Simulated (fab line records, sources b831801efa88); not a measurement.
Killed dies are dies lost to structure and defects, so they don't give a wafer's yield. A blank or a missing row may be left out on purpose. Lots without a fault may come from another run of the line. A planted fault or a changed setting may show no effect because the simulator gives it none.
Which tool did it? | flow gf180mcu | 15 lots, 45 wafers sampled, at 5 steps of a route of 602

WHAT THE GAUGES READ, wafer by wafer
GF_V3_CD_MEAS_14: target cd 260 nm. Usual: cd_nm 259.7 nm, standard deviation 1.2.
lot  | measured     | on        | cd_nm (nm)        | flag
L322 | day 22 03:29 | cd_sem-02 | 261.5 260.2 260.5 |
L323 | day 22 12:37 | cd_sem-02 | 259.5 257.7 256.8 |
L324 | day 22 20:37 | cd_sem-02 | 261.4 260.5 260.2 |
L325 | day 23 16:01 | cd_sem-02 | 257.3 257.0 257.3 |
L326 | day 23 22:48 | cd_sem-02 | 260.0 260.7 260.6 |
L329 | day 24 15:38 | cd_sem-02 | 260.1 259.6 258.7 |
L330 | day 25 10:26 | cd_sem-02 | 259.1 259.2 259.2 |
L331 | day 25 11:14 | cd_sem-02 | 260.8 259.6 259.7 |
L338 | day 27 23:27 | cd_sem-01 | 260.7 261.8 260.4 |
L340 | day 28 17:23 | cd_sem-02 | 259.5 260.0 260.0 |
L341 | day 28 17:35 | cd_sem-02 | 261.6 260.5 261.3 |
L342 | day 29 00:26 | cd_sem-01 | 260.4 260.1 258.8 |
L343 | day 29 05:37 | cd_sem-02 | 259.5 259.7 259.7 |
L344 | day 29 09:29 | cd_sem-01 | 262.6 262.2 260.0 |
L345 | day 29 17:19 | cd_sem-01 | 260.5 259.9 260.2 |

GF_M4_THK_MEAS_06: measures by xrf. Usual: M4_ALCU_THK 461 nm, standard deviation 4.5.
lot  | measured     | on            | M4_ALCU_THK (nm) | flag
L322 | day 22 05:20 | film_metro-02 | 458 455 457      |
L323 | day 22 14:28 | film_metro-01 | 464 468 465      |
L324 | day 22 22:28 | film_metro-01 | 466 458 461      |
L325 | day 23 17:52 | film_metro-02 | 459 457 460      |
L326 | day 24 00:39 | film_metro-04 | 458 450 461      |
L329 | day 24 17:28 | film_metro-01 | 507 508 508      | OFF
L330 | day 25 12:16 | film_metro-01 | 509 516 511      | OFF
L331 | day 25 13:32 | film_metro-01 | 515 519 519      | OFF
L338 | day 28 01:17 | film_metro-01 | 467 467 466      |
L340 | day 28 19:20 | film_metro-04 | 463 452 457      |
L341 | day 28 19:26 | film_metro-02 | 469 460 462      |
L342 | day 29 02:23 | film_metro-01 | 462 467 464      |
L343 | day 29 07:31 | film_metro-04 | 467 467 465      |
L344 | day 29 11:25 | film_metro-04 | 466 463 459      |
L345 | day 29 19:26 | film_metro-01 | 467 455 465      |

GF_M4_CD_MEAS_14: target cd 280 nm. Usual: cd_nm 280.1 nm, standard deviation 1.2.
lot  | measured     | on        | cd_nm (nm)        | flag
L322 | day 23 04:25 | cd_sem-02 | 279.9 280.9 279.3 |
L323 | day 23 12:31 | cd_sem-02 | 277.3 278.4 277.8 |
L324 | day 23 20:50 | cd_sem-02 | 280.8 282.6 281.1 |
L325 | day 24 15:46 | cd_sem-02 | 279.2 279.5 279.7 |
L326 | day 24 22:33 | cd_sem-02 | 280.8 281.2 282.3 |
L329 | day 25 15:00 | cd_sem-02 | 281.1 280.8 281.5 |
L330 | day 26 08:46 | cd_sem-02 | 281.1 280.2 280.9 |
L331 | day 26 09:47 | cd_sem-02 | 279.8 278.7 277.8 |
L338 | day 28 20:53 | cd_sem-01 | 279.5 278.3 278.7 |
L340 | day 29 14:00 | cd_sem-02 | 280.7 280.8 281.5 |
L341 | day 29 14:07 | cd_sem-01 | 279.4 279.3 279.7 |
L342 | day 29 20:44 | cd_sem-02 | 278.0 278.5 279.3 |
L343 | day 30 02:20 | cd_sem-02 | 282.2 281.5 281.7 |
L344 | day 30 05:49 | cd_sem-02 | 281.7 280.9 281.3 |
L345 | day 30 13:23 | cd_sem-02 | 280.3 279.5 280.2 |

WHICH TOOL RAN EACH LOT (tool, then ch and the chambers of the sampled wafers, then the start)
lot  | GF_M4_SPUTTER_00             | GF_M4_SPUTTER_04
L322 | pvd_sputter-02, day 22 04:59 | pvd_sputter-02, day 22 05:11
L323 | pvd_sputter-03, day 22 14:07 | pvd_sputter-03, day 22 14:18
L324 | pvd_sputter-01, day 22 22:08 | pvd_sputter-01, day 22 22:19
L325 | pvd_sputter-01, day 23 17:31 | pvd_sputter-01, day 23 17:42
L326 | pvd_sputter-03, day 24 00:18 | pvd_sputter-03, day 24 00:29
L329 | pvd_sputter-03, day 24 17:07 | pvd_sputter-03, day 24 17:18
L330 | pvd_sputter-03, day 25 11:54 | pvd_sputter-03, day 25 12:05
L331 | pvd_sputter-02, day 25 13:11 | pvd_sputter-02, day 25 13:22
L338 | pvd_sputter-01, day 28 00:56 | pvd_sputter-01, day 28 01:07
L340 | pvd_sputter-02, day 28 18:59 | pvd_sputter-02, day 28 19:10
L341 | pvd_sputter-03, day 28 19:05 | pvd_sputter-03, day 28 19:16
L342 | pvd_sputter-03, day 29 02:02 | pvd_sputter-03, day 29 02:13
L343 | pvd_sputter-01, day 29 07:10 | pvd_sputter-01, day 29 07:21
L344 | pvd_sputter-01, day 29 11:04 | pvd_sputter-01, day 29 11:15
L345 | pvd_sputter-02, day 29 19:05 | pvd_sputter-02, day 29 19:16
- GF_M4_SPUTTER_00: material Ti, target thk 37.5 nm, time 150 s.
- GF_M4_SPUTTER_04: material TiN, target thk 50 nm, time 41.7 s.

WHAT THE TOOLS THEMSELVES READ (means of the sampled wafers that have a number; where no wafer has one, the mark that the record gives instead)
GF_M4_SPUTTER_00. Usual: cathode_dc_power_W 4000.0 W, standard deviation 0.74; chamber_pressure_pa 2.000 Pa, standard deviation 0.0041; throttle_valve_pct 30.5 %, standard deviation 0.66.
lot  | tool           | cathode_dc_power_W (W) | chamber_pressure_pa (Pa) | throttle_valve_pct (%) | flag
L322 | pvd_sputter-02 | 4000.5                 | 2.001                    | 30.5                   |
L323 | pvd_sputter-03 | 4000.2                 | 2.003                    | 29.9                   |
L324 | pvd_sputter-01 | 4000.2                 | 2.000                    | 30.5                   |
L325 | pvd_sputter-01 | 3999.7                 | 2.000                    | 31.1                   |
L326 | pvd_sputter-03 | 4000.2                 | 2.002                    | 30.3                   |
L329 | pvd_sputter-03 | 4001.3                 | 1.993                    | 30.4                   |
L330 | pvd_sputter-03 | 3999.6                 | 2.001                    | 30.3                   |
L331 | pvd_sputter-02 | 4000.1                 | 2.000                    | 30.0                   |
L338 | pvd_sputter-01 | 4000.2                 | 1.998                    | 31.1                   |
L340 | pvd_sputter-02 | 3999.7                 | 2.001                    | 30.2                   |
L341 | pvd_sputter-03 | 4000.2                 | 2.000                    | 30.0                   |
L342 | pvd_sputter-03 | 4000.5                 | 2.004                    | 30.5                   |
L343 | pvd_sputter-01 | 3999.7                 | 1.994                    | 30.2                   |
L344 | pvd_sputter-01 | 4000.4                 | 2.000                    | 30.4                   |
L345 | pvd_sputter-02 | 3999.5                 | 2.000                    | 30.5                   |

GF_M4_SPUTTER_04. Usual: cathode_dc_power_W 6500.0 W, standard deviation 1.2; chamber_pressure_pa 0.4000 Pa, standard deviation 0.00079; throttle_valve_pct 30.5 %, standard deviation 0.67.
lot  | tool           | cathode_dc_power_W (W) | chamber_pressure_pa (Pa) | throttle_valve_pct (%) | flag
L322 | pvd_sputter-02 | 6500.6                 | 0.4003                   | 30.3                   |
L323 | pvd_sputter-03 | 6499.5                 | 0.4013                   | 30.0                   |
L324 | pvd_sputter-01 | 6500.5                 | 0.4005                   | 30.3                   |
L325 | pvd_sputter-01 | 6501.1                 | 0.4003                   | 31.2                   |
L326 | pvd_sputter-03 | 6499.9                 | 0.3993                   | 30.3                   |
L329 | pvd_sputter-03 | -                      | -                        | -                      | OFF
L330 | pvd_sputter-03 | -                      | -                        | -                      | OFF
L331 | pvd_sputter-02 | -                      | -                        | -                      | OFF
L338 | pvd_sputter-01 | 6500.0                 | 0.4002                   | 31.0                   |
L340 | pvd_sputter-02 | 6499.5                 | 0.4003                   | 30.3                   |
L341 | pvd_sputter-03 | 6500.1                 | 0.3997                   | 30.2                   |
L342 | pvd_sputter-03 | 6499.6                 | 0.3993                   | 30.7                   |
L343 | pvd_sputter-01 | 6501.5                 | 0.4005                   | 30.3                   |
L344 | pvd_sputter-01 | 6500.1                 | 0.4004                   | 30.5                   |
L345 | pvd_sputter-02 | 6499.2                 | 0.3996                   | 30.4                   |

THE ANSWER, worked out from the rows above alone
Rule: a lot is off if the mean of its wafers that have a number lies more than 3 standard deviations from the usual mean. A lot without any number at a reading at which 4 lots or more have one is off too. The other lots that the step has rows for count as sound. The gauges are gone through in route order, then the tools' own readings, and for those a lot's mean is taken as printed above. The first step at which some lot is off is used, and at that step the reading that is off furthest; a lot without a number counts as furthest.
Off: L329, L330, L331, at GF_M4_THK_MEAS_06 (M4_ALCU_THK).
A tool fits if, at a process step before that reading, it ran every lot that is off, and no sound lot after the first of them. The gauges at GF_M4_THK_MEAS_06 aren't tried: what is off there is off at GF_M4_SPUTTER_04 too, on other tools, and a gauge's error can't cause that. None of those tried fits.

WHAT THE SIMULATOR HAD PUT IN
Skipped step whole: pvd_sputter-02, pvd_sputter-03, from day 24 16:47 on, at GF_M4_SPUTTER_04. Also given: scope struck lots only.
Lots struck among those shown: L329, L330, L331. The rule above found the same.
